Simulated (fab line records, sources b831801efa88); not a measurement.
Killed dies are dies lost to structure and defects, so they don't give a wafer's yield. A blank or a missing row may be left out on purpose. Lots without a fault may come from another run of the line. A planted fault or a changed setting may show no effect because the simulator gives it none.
Which tool did it? | flow gf180mcu | 6 lots, 18 wafers sampled, at 2 steps of a route of 602

WHAT THE GAUGES READ, wafer by wafer
GF_DUAL_GATE_THK_MEAS_03.
lot  | measured     | on            | DUAL_GATE_OXIDATION_00_THK (nm)
L601 | day 8 02:26  | film_metro-01 | 10.89 11.00 11.14
L606 | day 9 10:59  | film_metro-01 | 11.10 11.01 11.15
L608 | day 9 22:31  | film_metro-01 | 10.92 10.86 10.80
L611 | day 10 17:13 | film_metro-02 | 10.67 10.59 10.79
L613 | day 11 06:14 | film_metro-01 | 11.28 11.26 11.30
L619 | day 13 01:29 | film_metro-01 | 11.16 11.15 11.07

WHICH TOOL RAN EACH LOT (tool, then ch and the chambers of the sampled wafers, then the start)
lot  | GF_DUAL_GATE_OXIDATION_02
L601 | furnace-01 ch 0, day 8 00:59
L606 | furnace-01 ch 0, day 9 09:31
L608 | furnace-01 ch 0, day 9 21:04
L611 | furnace-02 ch 0, day 10 15:47
L613 | furnace-01 ch 0, day 11 04:47
L619 | furnace-01 ch 0, day 13 00:02
- GF_DUAL_GATE_OXIDATION_02: stabilise 600 s, purge 300 s, target thk 10.887 nm.

THE ANSWER, worked out from the rows above alone
Rule: what is usual is taken from the lots themselves. Put in order of their means at a reading, lots are off if they are a third of the lots or fewer, leave a main group of 4 or more, and stand apart from it by a gap of 3 or more times the standard deviation of the main group's means; of several such gaps the widest counts. A main group whose means are all the same, to the digits that the tables above print for the reading, isn't used. A lot without any number at a reading at which 4 lots or more have one is off too. The other lots that the step has rows for count as sound.
No lot is off at any reading shown: from this, nothing can be told.

WHAT THE SIMULATOR HAD PUT IN
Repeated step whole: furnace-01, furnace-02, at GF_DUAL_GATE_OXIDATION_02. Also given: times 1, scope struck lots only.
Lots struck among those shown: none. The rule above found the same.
